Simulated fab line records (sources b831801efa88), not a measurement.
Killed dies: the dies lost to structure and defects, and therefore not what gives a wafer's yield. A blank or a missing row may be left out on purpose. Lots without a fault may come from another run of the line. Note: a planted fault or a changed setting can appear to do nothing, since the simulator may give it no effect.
Chamber matching    flow sky130    SKY_METAL4_ETCH_17 on rieDiel-04 has 4 sister chambers
The step etches SiO2 in C4F8/O2/Ar, stops on TiN, time 3.78 s, target depth 15 nm. 8 wafers are shown with their chamber, then 7 later ones without.

## EACH WAFER AND ITS CHAMBER
wafer   chamber  oesProductAu (a.u.)
L442.5  3        0.771
L443.3  0        0.768
L443.4  3        0.773
L448.1  1        0.770
L448.3  2        0.761
L448.5  0        0.780
L449.1  2        0.767
L449.3  1        0.757

## WAFERS WHOSE CHAMBER IS MISSING
wafer   oesProductAu (a.u.)
L449.5  0.769
L450.1  0.766
L450.2  0.771
L450.4  0.769
L462.1  0.770
L462.4  0.779
L462.5  0.778

## THE CHAMBER EACH PASSED THROUGH
wafer   from the rows above                in truth
L449.5  can't be placed: 3 or 0 or 2 or 1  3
L450.1  can't be placed: 2 or 1 or 3 or 0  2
L450.2  can't be placed: 3 or 0 or 2 or 1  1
L450.4  can't be placed: 3 or 0 or 2 or 1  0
L462.1  can't be placed: 3 or 0 or 2 or 1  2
L462.4  can't be placed: 0 or 3 or 2 or 1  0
L462.5  can't be placed: 0 or 3 or 2 or 1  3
Placed correctly: 0 of 7. Can't be placed from these rows: 7 (the true chamber is among the candidates in 7). Wrongly placed: 0.
How it was worked out, from the rows above alone: a wafer's distance from a chamber is the root of the sum, over the readings, of the square of ((its reading less the chamber's mean) divided by the reading's scatter). If the next closest chamber is less than 2 further off than the closest, the wafer can't be placed; otherwise it belongs to the closest. A chamber's mean is the mean of its shown wafers. The scatter: take each reading less its chamber's mean, square it, sum over the shown wafers, divide by the number of wafers less the number of chambers, and take the root.
